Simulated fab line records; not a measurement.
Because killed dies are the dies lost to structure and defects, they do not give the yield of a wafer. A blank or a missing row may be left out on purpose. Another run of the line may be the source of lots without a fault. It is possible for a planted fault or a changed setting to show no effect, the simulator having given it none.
Code-filled problem report in 8D (eight disciplines) form -- flow gf180mcu -- the parts of the form that need people (team, actions taken, sign-off) are left out

1. THE ISSUE
Wafers free of any fault read 300 nm (standard deviation 3.4) for CONTACT_CVD_00_THK at GF_CONTACT_THK_MEAS_01, against a mean of 256 nm on 9 wafers of 3 lots. Relative to the usual mean, that is a shift of -13 standard deviations.
The first sign was on wafer L651.3 at day 18 01:49, on film-metro-01. The record has a number at this step for 39 wafers belonging to 13 lots. Rule for "out" (also "out of limits"): further than 4 standard deviations from the usual mean. All remaining wafers that have a number are taken as sound.

2. WHAT IT IS, AND WHAT IT ISN'T
question,is,is not
which readings at this step,CONTACT_CVD_00_THK,-
which lots,"L651, L652, L653","L644, L645, L646, L647, L650, L661, L662, L663, L664, L665"
which wafers of those lots,all that have a number,-
read on which gauges,"film-metro-01, film-metro-04",film-metro-02
when,from day 18 01:49,"up to then (15 sound wafers); but 15 sound wafers of L661, L662, L663, L664, L665 came after"

3. THE SUSPECTS, EACH WITH WHAT RULES IT OUT
Counting: any tool at a process step up to the reading is kept as a suspect provided that every lot that is out went through it and no sound lot did after the first of them.
- the gauge at GF_CONTACT_THK_MEAS_01 has been ruled out. 2 gauges (film-metro-01, film-metro-04) read the wafers that are out.
- hdpcvd-01 at GF_CONTACT_CVD_00 (deposits SiO2, target thk 300 nm, time 50 s): ruled out as a lasting fault. The sound lots L663, L664, L665 went through it after L651, its earliest lot that is out (day 18 01:46).
Left after counting: nothing in the record.

4. THE CAUSE (what the simulator had put in)
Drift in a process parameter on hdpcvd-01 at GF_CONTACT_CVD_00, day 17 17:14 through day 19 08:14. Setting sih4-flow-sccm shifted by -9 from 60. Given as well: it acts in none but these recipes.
It was ruled out by counting, in error; the rule expects a fault to strike all lots run on its tool from its start on, and this fault did not.

5. THE EFFECT CHAIN, in route order
One row per reading whose mean, taken over the struck wafers that have a number, lies over 3 standard deviations from the usual. Scope: only readings with a usual standard deviation given in the record; hours: median across lots of the time from each lot's start at the first step in this table that gives one to its start at this step; sigmas: change in usual standard deviations.
hours,step,reading,usual,on struck wafers,change,sigmas
0,GF_CONTACT_CVD_00,sih4-flow-sccm,59.97 sccm,51.01,-8.96,-53
0,GF_CONTACT_THK_MEAS_01,CONTACT_CVD_00_THK,300 nm,256,-44,-13
-,GF_CONTACT_ETCH_17,oes-product-au,0.814 a.u.,0.794,-0.020,-3.9
Its process steps:
- GF_CONTACT_CVD_00: deposits SiO2, target thk 300 nm, time 50 s.
- GF_CONTACT_ETCH_17: etches SiO2 in C4F8/O2/Ar, stops on CoSi2, target depth 860 nm.

6. WHAT WOULD HAVE CAUGHT IT SOONER
9 hours passed between the start of the fault at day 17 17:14 and the first reading out of limits at a measuring or inspecting step in this record, taken at day 18 01:49.
At GF_CONTACT_CVD_00, the tool's own readings (sih4-flow-sccm) were out on each struck wafer the step has a row for, so an alarm limit on them would have fired on the first such wafer.
